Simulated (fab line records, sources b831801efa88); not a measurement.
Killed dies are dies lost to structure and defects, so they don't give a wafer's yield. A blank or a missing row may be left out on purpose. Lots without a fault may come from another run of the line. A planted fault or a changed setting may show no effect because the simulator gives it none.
Chamber matching | flow sky130 | SKY_VIA3_CMP_02 on cmp-01: 4 sister chambers
The step polishes SiO2. 7 wafers are shown with their chamber, then 8 later ones without.

WAFERS WITH THEIR CHAMBER
wafer  | chamber | motor_current_A (A)
L729.2 | 0       | 12.4
L735.1 | 2       | 9.3
L735.5 | 1       | 10.5
L745.2 | 2       | 9.5
L745.4 | 3       | 12.2
L745.5 | 3       | 11.6
L746.2 | 1       | 10.9

WAFERS WITHOUT THEIR CHAMBER
wafer  | motor_current_A (A)
L746.3 | 11.5
L746.5 | 12.3
L748.3 | 12.6
L748.4 | 9.0
L748.6 | 11.7
L751.1 | 9.3
L751.2 | 12.0
L751.3 | 13.0

WHICH CHAMBER EACH WENT THROUGH
wafer  | from the rows above          | in truth
L746.3 | can't be placed: 3 or 1 or 0 | 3
L746.5 | can't be placed: 0 or 3      | 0
L748.3 | can't be placed: 0 or 3      | 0
L748.4 | 2                            | 2
L748.6 | can't be placed: 3 or 0      | 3
L751.1 | 2                            | 2
L751.2 | can't be placed: 3 or 0      | 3
L751.3 | can't be placed: 0 or 3      | 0
Placed correctly: 2 of 8. Can't be placed from these rows: 6 (the true chamber is among the candidates in 6). Placed wrongly: 0.
How it was worked out, from the rows above alone: a wafer's distance from a chamber is the root of the sum, over the readings, of the square of ((its reading less the chamber's mean) divided by the reading's scatter). The wafer belongs to the nearest chamber; if the next one is less than 2 further off, it can't be placed. A chamber's mean is the mean of its shown wafers. The scatter: the root of (the sum of the squares of (reading less its chamber's mean) over the shown wafers, divided by (wafers less chambers)).
